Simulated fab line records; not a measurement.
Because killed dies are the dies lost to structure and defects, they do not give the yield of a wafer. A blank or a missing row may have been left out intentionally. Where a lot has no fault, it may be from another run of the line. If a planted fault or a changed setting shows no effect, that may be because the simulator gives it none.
What tool caused it? | flow gf180mcu | 14 lots with 42 wafers sampled at 3 steps, on a route of 602 steps

## WHAT THE GAUGES SHOWED, per wafer
GF_POLY_GATE_THK_MEAS_17.
lot  | measured     | on            | POLY_GATE_OXIDATION_THK (nm)
L878 | day 9 00:58  | film-metro-03 | 3.89 4.01 3.93
L879 | day 9 14:09  | film-metro-02 | 3.92 3.93 3.96
L881 | day 10 00:28 | film-metro-02 | 4.03 4.02 4.06
L882 | day 10 11:52 | film-metro-04 | 4.00 3.93 3.95
L883 | day 10 15:49 | film-metro-04 | 4.00 4.01 4.02
L884 | day 10 20:01 | film-metro-03 | 4.12 4.07 4.06
L885 | day 11 12:20 | film-metro-04 | 3.88 3.94 3.89
L886 | day 11 13:35 | film-metro-04 | 3.93 4.02 4.09
L887 | day 11 19:44 | film-metro-03 | 4.12 4.09 4.05
L888 | day 12 06:37 | film-metro-02 | 3.88 3.88 3.91
L893 | day 13 20:37 | film-metro-03 | 3.90 3.91 4.03
L896 | day 14 14:42 | film-metro-02 | 3.89 3.98 3.96
L897 | day 15 02:39 | film-metro-02 | 4.03 4.04 4.02
L901 | day 16 03:59 | film-metro-04 | 4.04 4.06 4.02

GF_POLY_GATE_CD_MEAS_18.
lot  | measured     | on        | cd-nm (nm)
L878 | day 9 01:05  | cd-sem-02 | 282.6 283.5 281.9
L879 | day 9 14:16  | cd-sem-02 | 280.9 281.2 281.3
L881 | day 10 00:32 | cd-sem-01 | 281.7 281.6 282.0
L882 | day 10 11:56 | cd-sem-02 | 280.1 278.8 279.3
L883 | day 10 15:53 | cd-sem-01 | 281.7 281.7 281.9
L884 | day 10 20:05 | cd-sem-02 | 281.3 281.8 282.6
L885 | day 11 12:26 | cd-sem-02 | 279.0 278.3 281.3
L886 | day 11 13:40 | cd-sem-02 | 281.8 281.5 280.3
L887 | day 11 19:47 | cd-sem-02 | 282.2 280.7 281.8
L888 | day 12 06:43 | cd-sem-02 | 285.4 284.8 283.7
L893 | day 13 20:42 | cd-sem-02 | 282.0 284.1 284.3
L896 | day 14 14:49 | cd-sem-02 | 282.2 282.0 282.8
L897 | day 15 02:44 | cd-sem-01 | 278.5 280.6 281.2
L901 | day 16 04:03 | cd-sem-01 | 282.0 281.8 282.8

GF_HV_LDD_CD_MEAS_19: the cd target is 400 nm.
lot  | measured     | on        | cd-nm (nm)
L878 | day 10 12:18 | cd-sem-02 | 397.7 396.7 396.4
L879 | day 11 02:28 | cd-sem-02 | 392.9 394.9 393.7
L881 | day 11 12:59 | cd-sem-02 | 396.2 396.0 392.6
L882 | day 12 01:22 | cd-sem-02 | 397.8 398.1 397.9
L883 | day 12 05:37 | cd-sem-02 | 399.5 398.1 400.9
L884 | day 12 10:23 | cd-sem-02 | 400.2 398.8 398.1
L885 | day 13 03:25 | cd-sem-01 | 401.8 400.7 400.1
L886 | day 13 04:57 | cd-sem-01 | 394.1 396.5 394.1
L887 | day 13 12:14 | cd-sem-02 | 401.3 400.7 402.5
L888 | day 13 23:23 | cd-sem-01 | 402.3 400.2 397.5
L893 | day 15 15:30 | cd-sem-02 | 397.9 396.7 399.3
L896 | day 16 09:59 | cd-sem-01 | 399.6 401.0 400.8
L897 | day 16 21:35 | cd-sem-01 | 402.1 402.5 402.1
L901 | day 18 01:35 | cd-sem-02 | 398.7 397.0 397.8

## EACH LOT AND THE TOOL THAT RAN IT (in order: tool; ch and the chambers of the sampled wafers; start)
The record holds no process step before these readings.

## WHAT THE TOOLS THEMSELVES READ (means of the sampled wafers that have a number; where no wafer has one, the mark that the record gives instead)
The record holds no such reading with a usual standard deviation.

## THE ANSWER, worked out from the rows above alone
Rule: the lots themselves supply what counts as usual. Put in order of their means at a reading, lots are off if they are a third of the lots or fewer, leave a main group of 4 or more, and stand apart from it by a gap of 3 or more times the standard deviation of the main group's means; of several such gaps the widest counts. Not used: any main group whose means are identical at the precision the tables above print for the reading. Also off: a lot with no number at a reading for which 4 or more lots have one. Where the step has rows for the other lots, those lots are counted as sound. After the gauges, taken in route order, come the tools' own readings; for these a lot's mean is taken, as printed above. The first step at which some lot is off is used, and at that step the reading that is off furthest; a lot without a number counts as furthest.
No lot is off on any of the readings shown, so nothing can be concluded from this.

## WHAT HAD BEEN PUT IN BY THE SIMULATOR
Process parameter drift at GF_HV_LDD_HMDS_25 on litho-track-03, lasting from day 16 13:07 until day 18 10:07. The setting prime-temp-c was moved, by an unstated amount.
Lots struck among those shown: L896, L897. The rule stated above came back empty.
